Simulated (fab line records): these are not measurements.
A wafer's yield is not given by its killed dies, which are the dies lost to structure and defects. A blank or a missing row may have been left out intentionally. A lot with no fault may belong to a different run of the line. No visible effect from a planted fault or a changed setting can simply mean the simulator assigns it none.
Matching of chambers | flow sky130 | SKY_SPACER_ETCHBACK_02 on rie-diel-04: 4 sister chambers
The step etches Si3N4 in CH3F/O2, stops on SiO2, time 46.7 s, target depth 45 nm. 8 wafers are shown with their chamber, then 9 later ones without.

== WAFERS, EACH WITH ITS CHAMBER ==
wafer  | chamber | drypump-motor-current-A (A) | oes-product-au (a.u.)
L081.3 | 1       | 6.2                         | 0.848
L081.5 | 1       | 6.2                         | 0.857
L086.3 | 0       | 5.8                         | 0.843
L087.2 | 2       | 6.1                         | 0.848
L087.5 | 0       | 5.8                         | 0.852
L089.2 | 3       | 6.7                         | 0.844
L089.4 | 2       | 6.1                         | 0.845
L089.6 | 3       | 6.6                         | 0.846

== WAFERS WITHOUT THEIR CHAMBER ==
wafer  | drypump-motor-current-A (A) | oes-product-au (a.u.)
L094.3 | 6.6                         | 0.836
L094.4 | 6.2                         | 0.846
L094.6 | 5.8                         | 0.846
L096.1 | 5.8                         | 0.846
L096.2 | 6.1                         | 0.854
L096.3 | 6.2                         | 0.847
L097.3 | 6.6                         | 0.841
L097.5 | 6.1                         | 0.855
L097.6 | 6.2                         | 0.855

== WHICH CHAMBER EACH WENT THROUGH ==
wafer  | from the rows above     | in truth
L094.3 | 3                       | 3
L094.4 | can't be placed: 1 or 2 | 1
L094.6 | 0                       | 0
L096.1 | 0                       | 0
L096.2 | can't be placed: 2 or 1 | 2
L096.3 | can't be placed: 1 or 2 | 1
L097.3 | 3                       | 3
L097.5 | can't be placed: 2 or 1 | 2
L097.6 | 1                       | 1
Placed correctly: 5 of 9. Not placeable from these rows: 4 (in 4, the candidates include the true chamber). 0 placed wrongly.
How it was worked out, from the rows above alone: a wafer's distance from a chamber is the root of the sum, over the readings, of the square of ((its reading less the chamber's mean) divided by the reading's scatter). If the next closest chamber is less than 2 further off than the closest, the wafer can't be placed; otherwise it belongs to the closest. For every chamber, the mean is computed from those of its wafers that are shown. The scatter is the square root of a quotient: the sum, over the shown wafers, of each reading's squared deviation from its chamber's mean, divided by wafers minus chambers.
